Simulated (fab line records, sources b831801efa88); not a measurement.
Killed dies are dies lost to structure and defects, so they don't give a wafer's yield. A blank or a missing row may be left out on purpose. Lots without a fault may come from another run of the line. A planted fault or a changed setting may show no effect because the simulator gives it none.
Chamber matching | flow gf180mcu | GF_STI_CMP_25 on cmp-01: 4 sister chambers
The step polishes, stops on Si3N4, t overpolish 33 s, target thk 524.6 nm. 4 wafers are shown with their chamber, then 12 later ones without.

WAFERS WITH THEIR CHAMBER
wafer  | chamber | motor_current_A (A)
L090.1 | 2       | 10.0
L091.1 | 3       | 12.0
L091.2 | 0       | 10.7
L091.3 | 1       | 12.3

WAFERS WITHOUT THEIR CHAMBER
wafer  | motor_current_A (A)
L093.2 | 12.7
L093.4 | 10.0
L093.5 | 12.1
L094.1 | 12.7
L094.2 | 12.6
L094.6 | 12.3
L095.1 | 10.2
L095.4 | 12.1
L095.5 | 12.6
L097.1 | 12.5
L097.2 | 9.8
L097.5 | 11.9

WHICH CHAMBER EACH WENT THROUGH
wafer  | from the rows above     | in truth
L093.2 | can't be placed: 1 or 3 | 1
L093.4 | 2                       | 2
L093.5 | can't be placed: 3 or 1 | 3
L094.1 | can't be placed: 1 or 3 | 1
L094.2 | can't be placed: 1 or 3 | 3
L094.6 | can't be placed: 1 or 3 | 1
L095.1 | can't be placed: 2 or 0 | 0
L095.4 | can't be placed: 3 or 1 | 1
L095.5 | can't be placed: 1 or 3 | 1
L097.1 | can't be placed: 1 or 3 | 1
L097.2 | 2                       | 2
L097.5 | can't be placed: 3 or 1 | 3
Placed correctly: 2 of 12. Can't be placed from these rows: 10 (the true chamber is among the candidates in 10). Placed wrongly: 0.
How it was worked out, from the rows above alone: a wafer's distance from a chamber is the root of the sum, over the readings, of the square of ((its reading less the chamber's mean) divided by the reading's scatter). The wafer belongs to the nearest chamber; if the next one is less than 2 further off, it can't be placed. A chamber's mean is the mean of its shown wafers. The scatter: with one shown wafer a chamber, the root of the mean of the squares of how far each hidden wafer lies from its nearest shown one.
